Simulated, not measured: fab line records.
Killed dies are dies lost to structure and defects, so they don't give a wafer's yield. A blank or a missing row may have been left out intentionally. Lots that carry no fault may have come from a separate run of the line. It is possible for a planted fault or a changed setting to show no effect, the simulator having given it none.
The tool behind it: which one? + flow gf180mcu + 12 lots, 36 wafers sampled, at 2 steps of a route of 602

WHAT THE GAUGES SHOWED, per wafer
GF_M2_OVL_MEAS_15.
| lot  | measured     | on         | M2_OVL (nm) |
|------|--------------|------------|-------------|
| L075 | day 19 11:02 | overlay-02 | 4 3 -2      |
| L077 | day 20 09:47 | overlay-01 | 1 1 -1      |
| L079 | day 21 04:30 | overlay-02 | 11 1 5      |
| L081 | day 21 20:29 | overlay-01 | 7 2 8       |
| L083 | day 22 18:17 | overlay-01 | -4 -1 -5    |
| L085 | day 23 00:54 | overlay-01 | -1 7 2      |
| L087 | day 23 23:35 | overlay-01 | -2 -1 0     |
| L089 | day 24 19:17 | overlay-01 | -6 5 5      |
| L091 | day 25 15:59 | overlay-01 | 3 7 0       |
| L093 | day 26 12:53 | overlay-01 | -3 14 3     |
| L095 | day 26 18:05 | overlay-02 | 1 1 7       |
| L097 | day 27 07:23 | overlay-01 | 2 5 5       |

WHAT TOOL EACH LOT RAN ON (gives the tool, then ch and the chambers of the sampled wafers, and finally the start)
| lot  | GF_M1_SPUTTER_01             |
|------|------------------------------|
| L075 | pvd-sputter-03, day 16 09:58 |
| L077 | pvd-sputter-02, day 17 05:59 |
| L079 | pvd-sputter-01, day 18 01:14 |
| L081 | pvd-sputter-03, day 18 16:58 |
| L083 | pvd-sputter-02, day 19 14:55 |
| L085 | pvd-sputter-02, day 19 22:25 |
| L087 | pvd-sputter-01, day 20 22:07 |
| L089 | pvd-sputter-02, day 21 19:32 |
| L091 | pvd-sputter-02, day 22 17:55 |
| L093 | pvd-sputter-03, day 23 15:55 |
| L095 | pvd-sputter-02, day 23 22:19 |
| L097 | pvd-sputter-01, day 24 13:07 |
- GF_M1_SPUTTER_01: material TiN, target thk 30 nm, time 25 s.

THE ANSWER, worked out from the rows above alone
Rule: the usual values come from the lots themselves. Put in order of their means at a reading, lots are off if they are a third of the lots or fewer, leave a main group of 4 or more, and stand apart from it by a gap of 3 or more times the standard deviation of the main group's means; of several such gaps the widest counts. A main group whose means are all the same, to the digits that the tables above print for the reading, isn't used. A lot without any number at a reading at which 4 lots or more have one is off too. All remaining lots with rows at the step are treated as sound.
Nothing can be told from this: no lot is off at any reading shown.

WHAT THE SIMULATOR HAD INSERTED
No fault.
